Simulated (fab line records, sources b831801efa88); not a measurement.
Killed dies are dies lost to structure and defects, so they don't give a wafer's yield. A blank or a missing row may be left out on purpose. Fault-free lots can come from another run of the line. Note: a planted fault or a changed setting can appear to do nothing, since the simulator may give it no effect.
Which of the tools did it?    flow sfq_line    Sampling: 15 lots, 43 wafers, 2 of 325 route steps

== WHAT THE GAUGES READ, wafer by wafer ==
No reading from a measuring or inspecting step in the record can be judged against a usual standard deviation.

== WHICH TOOL RAN EACH LOT (tool, then ch and the chambers of the sampled wafers, then the start) ==
lot   SFQ_TRILAYER_L0_CAP_PECVD_011   SFQ_TRILAYER_L0_VIA_ETCH_VIA_ETCH_016
L582  pecvd-03 ch 1,2, day 4 14:04    rie_diel-04 ch 1,2,3, day 7 16:32
L583  pecvd-02 ch 0,1,2, day 4 15:16  rie_diel-02 ch 1,3, day 7 18:13
L585  pecvd-01 ch 0,1,2, day 5 00:52  rie_diel-02 ch 1,3, day 8 08:37
L588  pecvd-02 ch 0,2, day 5 22:09    rie_diel-02 ch 0,2, day 9 10:59
L590  pecvd-02 ch 0,2, day 6 07:46    rie_diel-03 ch 1,2,3, day 9 19:23
L592  pecvd-02 ch 0,1, day 6 17:21    rie_diel-02 ch 0,2, day 10 06:17
L595  pecvd-03 ch 1,2, day 7 07:46    rie_diel-02 ch 0,2,3, day 10 21:53
L596  pecvd-03 ch 1,2, day 7 13:45    rie_diel-03 ch 1,2, day 11 06:17
L597  pecvd-01 ch 0,1,2, day 7 21:25  rie_diel-03 ch 0,3, day 11 17:05
L598  pecvd-01 ch 0,1,2, day 8 06:32  rie_diel-03 ch 1,2, day 12 01:29
L599  pecvd-03 ch 0,1,2, day 8 11:50  rie_diel-03 ch 1,3, day 12 10:01
L600  pecvd-01 ch 0,1, day 8 17:23    rie_diel-02 ch 0,1, day 12 14:29
L603  pecvd-01 ch 0,2, day 9 10:46    rie_diel-03 ch 0,1,3, day 13 11:58
L604  pecvd-02 ch 1,2, day 9 15:34    rie_diel-02 ch 1,2,3, day 13 19:10
L605  pecvd-02 ch 0,1,2, day 9 18:59  rie_diel-02 ch 0,1,3, day 14 02:22
- SFQ_TRILAYER_L0_CAP_PECVD_011: deposits SiO2 from SiH4/N2O, time 13.333 s, target thk 60 nm.
- SFQ_TRILAYER_L0_VIA_ETCH_VIA_ETCH_016: etches SiO2 in CHF3, stops on MoNx KI, target depth 80 nm.

== WHAT THE TOOLS THEMSELVES READ (means of the sampled wafers that have a number; where no wafer has one, the mark that the record gives instead) ==
SFQ_TRILAYER_L0_CAP_PECVD_011.
lot   tool      chamber_pressure_Torr (Torr)  heater_power_w (W)  throttle_valve_pct (%)
L582  pecvd-03  2.402                         102                 25.5
L583  pecvd-02  2.400                         75                  24.5
L585  pecvd-01  2.402                         83                  24.8
L588  pecvd-02  2.407                         68                  25.1
L590  pecvd-02  2.403                         65                  25.2
L592  pecvd-02  2.403                         70                  24.2
L595  pecvd-03  2.399                         80                  25.2
L596  pecvd-03  2.411                         91                  25.3
L597  pecvd-01  2.398                         81                  24.9
L598  pecvd-01  2.396                         88                  24.9
L599  pecvd-03  2.400                         98                  25.6
L600  pecvd-01  2.394                         106                 24.8
L603  pecvd-01  2.396                         86                  24.9
L604  pecvd-02  2.399                         82                  24.6
L605  pecvd-02  2.400                         76                  24.8

SFQ_TRILAYER_L0_VIA_ETCH_VIA_ETCH_016.
lot   tool         drypump_motor_current_A (A)  oes_product_au (a.u.)
L582  rie_diel-04  5.5                          0.845
L583  rie_diel-02  5.3                          0.840
L585  rie_diel-02  5.3                          0.843
L588  rie_diel-02  5.2                          0.816
L590  rie_diel-03  5.1                          0.820
L592  rie_diel-02  5.2                          0.805
L595  rie_diel-02  5.4                          0.842
L596  rie_diel-03  5.5                          0.845
L597  rie_diel-03  5.3                          0.837
L598  rie_diel-03  5.3                          0.846
L599  rie_diel-03  4.8                          0.849
L600  rie_diel-02  5.2                          0.837
L603  rie_diel-03  5.4                          0.845
L604  rie_diel-02  5.3                          0.844
L605  rie_diel-02  5.5                          0.840

== THE ANSWER, worked out from the rows above alone ==
Rule: what is usual is taken from the lots themselves. Put in order of their means at a reading, lots are off if they are a third of the lots or fewer, leave a main group of 4 or more, and stand apart from it by a gap of 3 or more times the standard deviation of the main group's means; of several such gaps the widest counts. The tables above print the reading to a certain number of digits; a main group whose means all agree to those digits is not used. Also off: a lot with no number at a reading for which 4 or more lots have one. The other lots that the step has rows for count as sound. First the gauges in route order, then the tools' own readings, where a lot's mean is used as printed above. The first step at which some lot is off is used, and at that step the reading that is off furthest; a lot without a number counts as furthest.
Off, at SFQ_TRILAYER_L0_VIA_ETCH_VIA_ETCH_016 on oes_product_au: L588, L590, L592. Mean 0.843 a.u. and standard deviation 0.0035 in the main group.
A tool fits if, at that step or a process step before it, it ran every lot that is off, and no sound lot after the first of them. No candidate that was tried fits.

== WHAT WAS PUT IN BY THE SIMULATOR ==
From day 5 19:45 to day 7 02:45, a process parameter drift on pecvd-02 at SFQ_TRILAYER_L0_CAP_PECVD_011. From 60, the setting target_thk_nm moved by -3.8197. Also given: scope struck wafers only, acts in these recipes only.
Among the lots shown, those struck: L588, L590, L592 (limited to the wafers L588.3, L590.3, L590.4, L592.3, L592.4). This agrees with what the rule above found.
